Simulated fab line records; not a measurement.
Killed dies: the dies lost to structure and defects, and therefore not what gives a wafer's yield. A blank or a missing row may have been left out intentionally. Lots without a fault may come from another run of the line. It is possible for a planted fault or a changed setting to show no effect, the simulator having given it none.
The tool behind it: which one? + flow sfq-line + 14 lots with 42 wafers sampled at 4 steps, on a route of 325 steps

## WHAT EACH GAUGE READ, for each wafer
Not one reading of a measure or inspect step in the record can be checked against a usual standard deviation.

## WHICH TOOL RAN EACH LOT (tool, then ch and the chambers of the sampled wafers, then the start)
| lot  | SFQ_TRILAYER_L0_BARC_OPEN_METAL_ETCH_010 | SFQ_TRILAYER_I0_CMP_CMP_028   | SFQ_TRILAYER_M1_STRIP_STRIP_043   | SFQ_TRILAYER_M3_DEP_SPUTTER_073 |
|------|------------------------------------------|-------------------------------|-----------------------------------|---------------------------------|
| L856 | rie-metal-01 ch 0,1, day 3 14:11         | cmp-01 ch 1,2, day 6 18:41    | rie-metal-04 ch 0,1, day 10 15:20 | pvd-sputter-04, day 21 10:38    |
| L857 | rie-metal-04 ch 0,1, day 3 19:01         | cmp-02 ch 1,2, day 7 03:44    | rie-metal-02 ch 0,1, day 11 01:08 | pvd-sputter-03, day 21 20:14    |
| L858 | rie-metal-01 ch 0,1, day 4 00:59         | cmp-02 ch 0,1,3, day 7 06:44  | rie-metal-02 ch 0,1, day 11 09:20 | pvd-sputter-05, day 22 13:02    |
| L859 | rie-metal-04 ch 0,1, day 4 04:35         | cmp-01 ch 0,2,3, day 7 07:44  | rie-metal-04 ch 1, day 11 16:32   | pvd-sputter-05, day 22 22:38    |
| L861 | rie-metal-02 ch 1, day 4 14:11           | cmp-01 ch 0,2, day 7 20:14    | rie-metal-01 ch 0,1, day 12 02:08 | pvd-sputter-03, day 23 16:23    |
| L862 | rie-metal-02 ch 0,1, day 4 22:35         | cmp-02 ch 0,3, day 8 06:44    | rie-metal-02 ch 0,1, day 12 15:20 | pvd-sputter-05, day 24 06:47    |
| L864 | rie-metal-01 ch 0,1, day 5 09:23         | cmp-02 ch 0,2,3, day 8 16:44  | rie-metal-02 ch 0,1, day 12 22:32 | pvd-sputter-05, day 25 07:58    |
| L865 | rie-metal-04 ch 0,1, day 5 15:11         | cmp-01 ch 0,2,3, day 8 19:35  | rie-metal-01 ch 0,1, day 13 03:20 | pvd-sputter-04, day 26 01:58    |
| L866 | rie-metal-02 ch 0,1, day 6 05:11         | cmp-02 ch 0,2,3, day 9 20:43  | rie-metal-02 ch 0,1, day 14 03:50 | pvd-sputter-04, day 26 19:58    |
| L867 | rie-metal-01 ch 0,1, day 6 09:32         | cmp-02 ch 0,1,2, day 10 04:13 | rie-metal-04 ch 0,1, day 14 09:50 | pvd-sputter-05, day 27 00:46    |
| L868 | rie-metal-04 ch 0,1, day 6 15:31         | cmp-02 ch 0,3, day 10 08:43   | rie-metal-01 ch 0,1, day 14 16:50 | pvd-sputter-03, day 27 12:46    |
| L870 | rie-metal-01 ch 0,1, day 6 23:55         | cmp-02 ch 0,1,3, day 11 00:43 | rie-metal-01 ch 0,1, day 15 04:50 | pvd-sputter-03, day 27 19:58    |
| L874 | rie-metal-04 ch 0,1, day 8 02:08         | cmp-02 ch 0,1,3, day 12 07:47 | rie-metal-02 ch 0,1, day 17 00:37 | pvd-sputter-04, day 29 10:41    |
| L878 | rie-metal-04 ch 0,1, day 8 23:50         | cmp-02 ch 0,1,2, day 13 15:54 | rie-metal-04 ch 0,1, day 18 12:10 | pvd-sputter-03, day 30 09:30    |
- SFQ_TRILAYER_L0_BARC_OPEN_METAL_ETCH_010: etches BARC in O2, target depth 125 nm, time 41.7 s.
- SFQ_TRILAYER_I0_CMP_CMP_028: polishes SiO2.
- SFQ_TRILAYER_M1_STRIP_STRIP_043: strips in O2.
- SFQ_TRILAYER_M3_DEP_SPUTTER_073: material Nb, target thk 200 nm, time 133.3 s.

## AS READ BY THE TOOLS THEMSELVES (means over the sampled wafers that have a number; for cases with no such wafer, the mark the record gives instead)
SFQ_TRILAYER_L0_BARC_OPEN_METAL_ETCH_010. Usual: drypump-motor-current-A 5.8 A, standard deviation 0.69; oes-product-au 0.685 a.u., standard deviation 0.0044.
| lot  | tool         | drypump-motor-current-A (A) | oes-product-au (a.u.) | flag |
|------|--------------|-----------------------------|-----------------------|------|
| L856 | rie-metal-01 | 6.4                         | 0.687                 |      |
| L857 | rie-metal-04 | 5.9                         | 0.686                 |      |
| L858 | rie-metal-01 | 6.4                         | 0.681                 |      |
| L859 | rie-metal-04 | 6.2                         | 0.687                 |      |
| L861 | rie-metal-02 | 5.3                         | 0.684                 |      |
| L862 | rie-metal-02 | 4.8                         | 0.683                 |      |
| L864 | rie-metal-01 | 6.3                         | 0.683                 |      |
| L865 | rie-metal-04 | 6.3                         | 0.683                 |      |
| L866 | rie-metal-02 | 4.8                         | 0.684                 |      |
| L867 | rie-metal-01 | 6.3                         | 0.689                 |      |
| L868 | rie-metal-04 | 5.9                         | 0.683                 |      |
| L870 | rie-metal-01 | 6.4                         | 0.687                 |      |
| L874 | rie-metal-04 | 5.9                         | 0.683                 |      |
| L878 | rie-metal-04 | 6.3                         | 0.687                 |      |

SFQ_TRILAYER_I0_CMP_CMP_028. Usual: motor-current-A 10.2 A, standard deviation 0.9; platen-rpm 60.00 rpm, standard deviation 0.039; retaining-ring-pressure-frac 0.999, standard deviation 0.0046; time-to-endpoint-s 212 s, standard deviation 8.8.
| lot  | tool   | motor-current-A (A) | platen-rpm (rpm) | retaining-ring-pressure-frac | time-to-endpoint-s (s) | flag |
|------|--------|---------------------|------------------|------------------------------|------------------------|------|
| L856 | cmp-01 | 11.2                | 60.03            | 1.001                        | 213                    |      |
| L857 | cmp-02 | 9.7                 | 59.98            | 1.002                        | 211                    |      |
| L858 | cmp-02 | 10.4                | 59.97            | 0.999                        | 206                    |      |
| L859 | cmp-01 | 9.4                 | 59.97            | 1.002                        | 211                    |      |
| L861 | cmp-01 | 9.8                 | 60.00            | 0.997                        | 209                    |      |
| L862 | cmp-02 | 10.3                | 59.98            | 0.997                        | 220                    |      |
| L864 | cmp-02 | 10.4                | 60.02            | 0.997                        | 214                    |      |
| L865 | cmp-01 | 9.7                 | 60.00            | 0.998                        | 213                    |      |
| L866 | cmp-02 | 9.7                 | 60.04            | 0.997                        | 220                    |      |
| L867 | cmp-02 | 10.2                | 60.01            | 1.003                        | 214                    |      |
| L868 | cmp-02 | 10.4                | 60.00            | 1.001                        | 214                    |      |
| L870 | cmp-02 | 10.5                | 59.97            | 1.003                        | 217                    |      |
| L874 | cmp-02 | 10.1                | 54.00            | 0.997                        | 221                    | OFF  |
| L878 | cmp-02 | 9.8                 | 54.00            | 0.995                        | 229                    | OFF  |

SFQ_TRILAYER_M1_STRIP_STRIP_043. Usual: drypump-motor-current-A 5.6 A, standard deviation 0.73; oes-product-au 0.999 a.u., standard deviation 0.0084.
| lot  | tool         | drypump-motor-current-A (A) | oes-product-au (a.u.) | flag |
|------|--------------|-----------------------------|-----------------------|------|
| L856 | rie-metal-04 | 6.3                         | 1.002                 |      |
| L857 | rie-metal-02 | 4.8                         | 0.995                 |      |
| L858 | rie-metal-02 | 4.8                         | 0.999                 |      |
| L859 | rie-metal-04 | 6.6                         | 0.994                 |      |
| L861 | rie-metal-01 | 6.3                         | 0.997                 |      |
| L862 | rie-metal-02 | 4.8                         | 0.992                 |      |
| L864 | rie-metal-02 | 5.0                         | 1.002                 |      |
| L865 | rie-metal-01 | 6.3                         | 0.994                 |      |
| L866 | rie-metal-02 | 4.8                         | 0.998                 |      |
| L867 | rie-metal-04 | 6.2                         | 0.999                 |      |
| L868 | rie-metal-01 | 6.3                         | 1.006                 |      |
| L870 | rie-metal-01 | 6.4                         | 1.004                 |      |
| L874 | rie-metal-02 | 5.0                         | 1.005                 |      |
| L878 | rie-metal-04 | 5.9                         | 0.996                 |      |

SFQ_TRILAYER_M3_DEP_SPUTTER_073. Usual: 29.9 % for throttle-valve-pct, sd 0.91.
| lot  | tool           | throttle-valve-pct (%) | flag |
|------|----------------|------------------------|------|
| L856 | pvd-sputter-04 | 29.2                   |      |
| L857 | pvd-sputter-03 | 29.5                   |      |
| L858 | pvd-sputter-05 | 30.7                   |      |
| L859 | pvd-sputter-05 | 30.8                   |      |
| L861 | pvd-sputter-03 | 29.9                   |      |
| L862 | pvd-sputter-05 | 30.0                   |      |
| L864 | pvd-sputter-05 | 31.4                   |      |
| L865 | pvd-sputter-04 | 29.2                   |      |
| L866 | pvd-sputter-04 | 29.9                   |      |
| L867 | pvd-sputter-05 | 29.6                   |      |
| L868 | pvd-sputter-03 | 29.7                   |      |
| L870 | pvd-sputter-03 | 29.5                   |      |
| L874 | pvd-sputter-04 | 28.9                   |      |
| L878 | pvd-sputter-03 | 29.7                   |      |

## THE ANSWER, worked out from the rows above alone
Rule: lot off if the mean of its wafers having a number is beyond 3 standard deviations from the usual mean. Also off: a lot with no number at a reading for which 4 or more lots have one. Where the step has rows for the other lots, those lots are counted as sound. After the gauges, taken in route order, come the tools' own readings; for these a lot's mean is taken, as printed above. The first step at which some lot is off is used, and at that step the reading that is off furthest; a lot without a number counts as furthest.
Off, at SFQ_TRILAYER_I0_CMP_CMP_028 on platen-rpm: L874, L878.
If a tool, at that step or one of the process steps before it, ran each lot that is off and ran no sound lot following the first of them, it fits. Undecided on this evidence; 2 tools fit (rie-metal-04 at SFQ_TRILAYER_L0_BARC_OPEN_METAL_ETCH_010, cmp-02 at SFQ_TRILAYER_I0_CMP_CMP_028).

## WHAT THE SIMULATOR HAD INSERTED
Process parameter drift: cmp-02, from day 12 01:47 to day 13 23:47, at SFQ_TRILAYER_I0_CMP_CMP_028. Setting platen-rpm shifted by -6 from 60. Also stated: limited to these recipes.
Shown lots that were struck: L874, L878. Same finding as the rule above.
